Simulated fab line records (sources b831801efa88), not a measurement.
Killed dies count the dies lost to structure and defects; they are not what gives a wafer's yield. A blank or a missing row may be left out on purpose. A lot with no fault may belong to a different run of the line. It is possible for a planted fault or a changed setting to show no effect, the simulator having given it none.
What tool caused it? :: flow gf180mcu :: Sampling: 12 lots, 36 wafers, 6 of 602 route steps

WHAT THE GAUGES READ, wafer by wafer
GF_VT_IMPLANT_TW_MEAS_10.
lot: L818
measured: day 5 21:16
on: film-metro-04
VT_IMPLANT_TW: 556 557 556

lot: L821
measured: day 6 14:56
on: film-metro-03
VT_IMPLANT_TW: 562 559 560

lot: L823
measured: day 7 05:35
on: film-metro-04
VT_IMPLANT_TW: 554 554 553

lot: L824
measured: day 7 09:19
on: film-metro-02
VT_IMPLANT_TW: 559 558 560

lot: L825
measured: day 7 17:35
on: film-metro-02
VT_IMPLANT_TW: 560 560 562

lot: L830
measured: day 8 21:40
on: film-metro-04
VT_IMPLANT_TW: 551 551 550

lot: L832
measured: day 9 13:02
on: film-metro-03
VT_IMPLANT_TW: 569 563 566

lot: L834
measured: day 9 23:34
on: film-metro-02
VT_IMPLANT_TW: 562 560 561

lot: L836
measured: day 10 12:40
on: film-metro-02
VT_IMPLANT_TW: 562 562 559

lot: L837
measured: day 10 17:52
on: film-metro-04
VT_IMPLANT_TW: 553 554 550

lot: L839
measured: day 11 05:52
on: film-metro-03
VT_IMPLANT_TW: 561 560 563

lot: L840
measured: day 11 13:25
on: film-metro-02
VT_IMPLANT_TW: 561 562 563

GF_HV_LDD_CD_MEAS_19 targets a cd of 400 nm.
lot: L818
measured: day 11 01:23
on: cd-sem-01
cd-nm (nm): 399.9 399.3 398.9

lot: L821
measured: day 11 22:17
on: cd-sem-01
cd-nm (nm): 402.6 400.6 401.8

lot: L823
measured: day 12 22:56
on: cd-sem-02
cd-nm (nm): 401.7 398.0 400.5

lot: L824
measured: day 13 00:29
on: cd-sem-02
cd-nm (nm): 400.0 398.1 400.3

lot: L825
measured: day 13 05:37
on: cd-sem-01
cd-nm (nm): 402.9 398.0 399.6

lot: L830
measured: day 14 22:19
on: cd-sem-01
cd-nm (nm): 405.1 402.6 402.8

lot: L832
measured: day 15 23:07
on: cd-sem-01
cd-nm (nm): 396.7 396.9 396.6

lot: L834
measured: day 16 03:34
on: cd-sem-01
cd-nm (nm): 398.2 399.0 404.2

lot: L836
measured: day 17 04:01
on: cd-sem-02
cd-nm (nm): 398.7 399.2 400.6

lot: L837
measured: day 17 03:47
on: cd-sem-01
cd-nm (nm): 402.9 401.2 399.0

lot: L839
measured: day 17 20:55
on: cd-sem-01
cd-nm (nm): 404.5 401.8 404.5

lot: L840
measured: day 18 01:35
on: cd-sem-02
cd-nm (nm): 401.2 399.8 399.2

GF_HV_LDD_TW_MEAS_23.
lot: L818
measured: day 11 01:47
on: film-metro-03
HV_LDD_2_TW: 1058 1059 1055

lot: L821
measured: day 11 22:40
on: film-metro-01
HV_LDD_2_TW: 1038 1042 1039

lot: L823
measured: day 12 23:20
on: film-metro-04
HV_LDD_2_TW: 1052 1055 1053

lot: L824
measured: day 13 00:53
on: film-metro-03
HV_LDD_2_TW: 1059 1057 1063

lot: L825
measured: day 13 06:00
on: film-metro-03
HV_LDD_2_TW: 1062 1061 1058

lot: L830
measured: day 14 22:44
on: film-metro-01
HV_LDD_2_TW: 1034 1035 1032

lot: L832
measured: day 15 23:30
on: film-metro-03
HV_LDD_2_TW: 1059 1062 1053

lot: L834
measured: day 16 03:57
on: film-metro-01
HV_LDD_2_TW: 1041 1036 1045

lot: L836
measured: day 17 04:26
on: film-metro-01
HV_LDD_2_TW: 1043 1053 1048

lot: L837
measured: day 17 04:11
on: film-metro-03
HV_LDD_2_TW: 1066 1067 1064

lot: L839
measured: day 17 21:20
on: film-metro-01
HV_LDD_2_TW: 1052 1050 1046

lot: L840
measured: day 18 01:59
on: film-metro-04
HV_LDD_2_TW: 1038 1031 1031

GF_HV_LDD_TW_MEAS_50.
lot: L818
measured: day 12 22:59
on: film-metro-01
HV_LDD_4_TW: 559 558 557

lot: L821
measured: day 13 20:18
on: film-metro-04
HV_LDD_4_TW: 563 568 563

lot: L823
measured: day 14 16:30
on: film-metro-04
HV_LDD_4_TW: 30 29 29

lot: L824
measured: day 14 18:50
on: film-metro-04
HV_LDD_4_TW: 29 29 29

lot: L825
measured: day 14 23:23
on: film-metro-04
HV_LDD_4_TW: 553 559 560

lot: L830
measured: day 16 18:44
on: film-metro-04
HV_LDD_4_TW: 558 558 556

lot: L832
measured: day 17 21:58
on: film-metro-01
HV_LDD_4_TW: 563 563 565

lot: L834
measured: day 18 02:53
on: film-metro-04
HV_LDD_4_TW: 559 559 557

lot: L836
measured: day 19 04:05
on: film-metro-04
HV_LDD_4_TW: 562 558 561

lot: L837
measured: day 19 03:48
on: film-metro-03
HV_LDD_4_TW: 573 573 574

lot: L839
measured: day 19 23:14
on: film-metro-01
HV_LDD_4_TW: 560 558 558

lot: L840
measured: day 20 03:29
on: film-metro-01
HV_LDD_4_TW: 564 561 561

WHICH TOOL RAN EACH LOT (tool, then ch and the chambers of the sampled wafers, then the start)
lot: L818
GF_HV_LDD_STRIP_37: plasma-asher-01 ch 0,1, day 11 21:45
GF_HV_LDD_STRIP_49: plasma-asher-01 ch 0, day 12 22:53

lot: L821
GF_HV_LDD_STRIP_37: plasma-asher-01 ch 0,1, day 13 00:16
GF_HV_LDD_STRIP_49: plasma-asher-02 ch 0,1, day 13 20:13

lot: L823
GF_HV_LDD_STRIP_37: plasma-asher-01 ch 0,1, day 13 19:28
GF_HV_LDD_STRIP_49: plasma-asher-02 ch 0,1, day 14 16:25

lot: L824
GF_HV_LDD_STRIP_37: plasma-asher-01 ch 0,1, day 13 21:35
GF_HV_LDD_STRIP_49: plasma-asher-02 ch 0,1, day 14 18:44

lot: L825
GF_HV_LDD_STRIP_37: plasma-asher-02 ch 0,1, day 14 02:19
GF_HV_LDD_STRIP_49: plasma-asher-02 ch 0,1, day 14 23:17

lot: L830
GF_HV_LDD_STRIP_37: plasma-asher-03 ch 0,1, day 15 20:20
GF_HV_LDD_STRIP_49: plasma-asher-03 ch 0,1, day 16 18:38

lot: L832
GF_HV_LDD_STRIP_37: plasma-asher-01 ch 0,1, day 16 22:58
GF_HV_LDD_STRIP_49: plasma-asher-02 ch 0,1, day 17 21:53

lot: L834
GF_HV_LDD_STRIP_37: plasma-asher-01 ch 0, day 17 03:38
GF_HV_LDD_STRIP_49: plasma-asher-01 ch 0,1, day 18 02:47

lot: L836
GF_HV_LDD_STRIP_37: plasma-asher-01 ch 0,1, day 18 04:26
GF_HV_LDD_STRIP_49: plasma-asher-02 ch 0,1, day 19 03:59

lot: L837
GF_HV_LDD_STRIP_37: plasma-asher-02 ch 0,1, day 18 04:17
GF_HV_LDD_STRIP_49: plasma-asher-01 ch 0,1, day 19 03:42

lot: L839
GF_HV_LDD_STRIP_37: plasma-asher-01 ch 0,1, day 18 22:28
GF_HV_LDD_STRIP_49: plasma-asher-03 ch 0,1, day 19 23:08

lot: L840
GF_HV_LDD_STRIP_37: plasma-asher-02 ch 0,1, day 19 02:53
GF_HV_LDD_STRIP_49: plasma-asher-01 ch 0,1, day 20 03:23
- GF_HV_LDD_STRIP_37: strips in O2/N2.
- GF_HV_LDD_STRIP_49: strips in O2/N2.

WHAT THE TOOLS THEMSELVES READ (means of the sampled wafers that have a number; where no wafer has one, the mark that the record gives instead)
GF_HV_LDD_STRIP_37.
lot: L818
tool: plasma-asher-01
chamber-pressure-mTorr (mTorr): 1499.5
drypump-motor-current-A (A): 6.3
heater-power-w (W): 338
oes-product-au (a.u.): 0.719
strip-time-to-endpoint-s (s): 12.67

lot: L821
tool: plasma-asher-01
chamber-pressure-mTorr (mTorr): 1499.2
drypump-motor-current-A (A): 6.5
heater-power-w (W): 337
oes-product-au (a.u.): 0.720
strip-time-to-endpoint-s (s): 12.55

lot: L823
tool: plasma-asher-01
chamber-pressure-mTorr (mTorr): -
drypump-motor-current-A (A): -
heater-power-w (W): -
oes-product-au (a.u.): -
strip-time-to-endpoint-s (s): -

lot: L824
tool: plasma-asher-01
chamber-pressure-mTorr (mTorr): -
drypump-motor-current-A (A): -
heater-power-w (W): -
oes-product-au (a.u.): -
strip-time-to-endpoint-s (s): -

lot: L825
tool: plasma-asher-02
chamber-pressure-mTorr (mTorr): 1499.7
drypump-motor-current-A (A): 5.7
heater-power-w (W): 402
oes-product-au (a.u.): 0.718
strip-time-to-endpoint-s (s): 12.58

lot: L830
tool: plasma-asher-03
chamber-pressure-mTorr (mTorr): 1499.6
drypump-motor-current-A (A): 5.5
heater-power-w (W): 321
oes-product-au (a.u.): 0.715
strip-time-to-endpoint-s (s): 12.60

lot: L832
tool: plasma-asher-01
chamber-pressure-mTorr (mTorr): 1500.4
drypump-motor-current-A (A): 6.3
heater-power-w (W): 339
oes-product-au (a.u.): 0.716
strip-time-to-endpoint-s (s): 12.61

lot: L834
tool: plasma-asher-01
chamber-pressure-mTorr (mTorr): 1499.6
drypump-motor-current-A (A): 6.6
heater-power-w (W): 331
oes-product-au (a.u.): 0.717
strip-time-to-endpoint-s (s): 12.60

lot: L836
tool: plasma-asher-01
chamber-pressure-mTorr (mTorr): 1498.8
drypump-motor-current-A (A): 6.3
heater-power-w (W): 339
oes-product-au (a.u.): 0.719
strip-time-to-endpoint-s (s): 12.59

lot: L837
tool: plasma-asher-02
chamber-pressure-mTorr (mTorr): 1499.4
drypump-motor-current-A (A): 5.7
heater-power-w (W): 403
oes-product-au (a.u.): 0.717
strip-time-to-endpoint-s (s): 12.56

lot: L839
tool: plasma-asher-01
chamber-pressure-mTorr (mTorr): 1499.8
drypump-motor-current-A (A): 6.5
heater-power-w (W): 332
oes-product-au (a.u.): 0.717
strip-time-to-endpoint-s (s): 12.60

lot: L840
tool: plasma-asher-02
chamber-pressure-mTorr (mTorr): 1498.7
drypump-motor-current-A (A): 5.7
heater-power-w (W): 403
oes-product-au (a.u.): 0.719
strip-time-to-endpoint-s (s): 12.55

GF_HV_LDD_STRIP_49.
lot: L818
tool: plasma-asher-01
chamber-pressure-mTorr (mTorr): 1500.2
drypump-motor-current-A (A): 6.6
heater-power-w (W): 335
oes-product-au (a.u.): 0.716
strip-time-to-endpoint-s (s): 12.62

lot: L821
tool: plasma-asher-02
chamber-pressure-mTorr (mTorr): 1501.1
drypump-motor-current-A (A): 5.7
heater-power-w (W): 403
oes-product-au (a.u.): 0.719
strip-time-to-endpoint-s (s): 12.64

lot: L823
tool: plasma-asher-02
chamber-pressure-mTorr (mTorr): 1499.3
drypump-motor-current-A (A): 5.7
heater-power-w (W): 397
oes-product-au (a.u.): 0.714
strip-time-to-endpoint-s (s): 27.53

lot: L824
tool: plasma-asher-02
chamber-pressure-mTorr (mTorr): 1501.0
drypump-motor-current-A (A): 5.7
heater-power-w (W): 410
oes-product-au (a.u.): 0.717
strip-time-to-endpoint-s (s): 27.60

lot: L825
tool: plasma-asher-02
chamber-pressure-mTorr (mTorr): 1501.0
drypump-motor-current-A (A): 5.7
heater-power-w (W): 398
oes-product-au (a.u.): 0.715
strip-time-to-endpoint-s (s): 12.60

lot: L830
tool: plasma-asher-03
chamber-pressure-mTorr (mTorr): 1500.2
drypump-motor-current-A (A): 5.5
heater-power-w (W): 316
oes-product-au (a.u.): 0.719
strip-time-to-endpoint-s (s): 12.58

lot: L832
tool: plasma-asher-02
chamber-pressure-mTorr (mTorr): 1499.5
drypump-motor-current-A (A): 5.7
heater-power-w (W): 402
oes-product-au (a.u.): 0.713
strip-time-to-endpoint-s (s): 12.67

lot: L834
tool: plasma-asher-01
chamber-pressure-mTorr (mTorr): 1500.5
drypump-motor-current-A (A): 6.5
heater-power-w (W): 339
oes-product-au (a.u.): 0.716
strip-time-to-endpoint-s (s): 12.61

lot: L836
tool: plasma-asher-02
chamber-pressure-mTorr (mTorr): 1499.3
drypump-motor-current-A (A): 5.7
heater-power-w (W): 399
oes-product-au (a.u.): 0.710
strip-time-to-endpoint-s (s): 12.68

lot: L837
tool: plasma-asher-01
chamber-pressure-mTorr (mTorr): 1499.9
drypump-motor-current-A (A): 6.3
heater-power-w (W): 343
oes-product-au (a.u.): 0.719
strip-time-to-endpoint-s (s): 12.62

lot: L839
tool: plasma-asher-03
chamber-pressure-mTorr (mTorr): 1499.3
drypump-motor-current-A (A): 5.5
heater-power-w (W): 318
oes-product-au (a.u.): 0.717
strip-time-to-endpoint-s (s): 12.57

lot: L840
tool: plasma-asher-01
chamber-pressure-mTorr (mTorr): 1500.0
drypump-motor-current-A (A): 6.3
heater-power-w (W): 346
oes-product-au (a.u.): 0.713
strip-time-to-endpoint-s (s): 12.64

THE ANSWER, worked out from the rows above alone
Rule: the lots themselves supply what counts as usual. The widest of any qualifying gaps counts: lots, ordered by their means at a reading, are off when they make up no more than a third of the lots, leave a main group of 4 or more, and stand apart from it by 3 or more times the standard deviation of that group's means. A main group whose means are all the same, to the digits that the tables above print for the reading, isn't used. A lot without any number at a reading at which 4 lots or more have one is off too. Any other lot the step has rows for is counted as sound. Order of review: gauges by route order, followed by the tools' own readings, for which a lot's mean as printed above is used. At the first step where some lot is off, the reading lying furthest off is the one used; lots without a number count as furthest.
Off: L823, L824, at GF_HV_LDD_TW_MEAS_50 (HV_LDD_4_TW). The main group has a mean of 561 with a standard deviation of 4.7.
A tool fits if, at a process step before that reading, it ran every lot that is off, and no sound lot after the first of them. The gauges at GF_HV_LDD_TW_MEAS_50 aren't tried: what is off there is off at GF_HV_LDD_STRIP_37 too, on other tools, and a gauge's error can't cause that. No candidate that was tried fits.

WHAT THE SIMULATOR HAD INSERTED
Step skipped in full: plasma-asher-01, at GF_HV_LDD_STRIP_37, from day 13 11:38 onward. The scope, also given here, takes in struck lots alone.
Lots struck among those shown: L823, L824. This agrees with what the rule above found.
